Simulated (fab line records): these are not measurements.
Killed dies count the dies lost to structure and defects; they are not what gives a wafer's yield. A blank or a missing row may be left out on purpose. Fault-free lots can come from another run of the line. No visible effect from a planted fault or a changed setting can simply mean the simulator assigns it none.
Which tool is to blame? :: flow sfqLine :: 15 lots (45 wafers sampled), 1 step of a 325-step route

== WHAT THE GAUGES SHOWED, per wafer ==
SFQ_R5_OVL_MEAS_935. Usual: for R5_OVL the level is 1 nm and the standard deviation is 6.
lot: L814
measured: day 69 05:29
on: overlay-02
R5_OVL (nm): 3 6 2
flag: 

lot: L815
measured: day 69 06:41
on: overlay-02
R5_OVL (nm): 0 7 8
flag: 

lot: L816
measured: day 69 07:53
on: overlay-02
R5_OVL (nm): -5 -2 1
flag: 

lot: L818
measured: day 69 12:41
on: overlay-02
R5_OVL (nm): 20 11 11
flag: 

lot: L821
measured: day 70 13:10
on: overlay-02
R5_OVL (nm): -3 -7 4
flag: 

lot: L822
measured: day 72 08:03
on: overlay-02
R5_OVL (nm): 5 -2 3
flag: 

lot: L823
measured: day 72 10:26
on: overlay-02
R5_OVL (nm): -7 5 4
flag: 

lot: L824
measured: day 76 05:37
on: overlay-02
R5_OVL (nm): 3 -2 -4
flag: 

lot: L825
measured: day 76 08:01
on: overlay-02
R5_OVL (nm): -6 -6 5
flag: 

lot: L826
measured: day 76 11:38
on: overlay-02
R5_OVL (nm): 3 4 0
flag: 

lot: L827
measured: day 76 16:26
on: overlay-02
R5_OVL (nm): 2 -4 2
flag: 

lot: L831
measured: day 77 17:53
on: overlay-02
R5_OVL (nm): -4 -9 -1
flag: 

lot: L832
measured: day 77 23:25
on: overlay-02
R5_OVL (nm): 11 6 2
flag: 

lot: L833
measured: day 78 08:23
on: overlay-02
R5_OVL (nm): 0 -2 -6
flag: 

lot: L835
measured: day 78 15:35
on: overlay-02
R5_OVL (nm): 4 8 13
flag: 

== EACH LOT AND THE TOOL THAT RAN IT (in order: tool; ch and the chambers of the sampled wafers; start) ==
No process step before these readings appears in the record.

== WHAT THE TOOLS THEMSELVES READ (means of the sampled wafers that have a number; where no wafer has one, the mark that the record gives instead) ==
The record holds no such reading with a usual standard deviation.

== THE ANSWER, worked out from the rows above alone ==
Rule: take the mean of a lot's wafers that have a number; if it is more than 3 standard deviations from the usual mean, the lot is off. Also off: a lot with no number at a reading for which 4 or more lots have one. Any other lot the step has rows for is counted as sound. Order of review: gauges by route order, followed by the tools' own readings, for which a lot's mean as printed above is used. At the first step where some lot is off, the reading lying furthest off is the one used; lots without a number count as furthest.
No lot is off on any of the readings shown, so nothing can be concluded from this.

== WHAT HAD BEEN PUT IN BY THE SIMULATOR ==
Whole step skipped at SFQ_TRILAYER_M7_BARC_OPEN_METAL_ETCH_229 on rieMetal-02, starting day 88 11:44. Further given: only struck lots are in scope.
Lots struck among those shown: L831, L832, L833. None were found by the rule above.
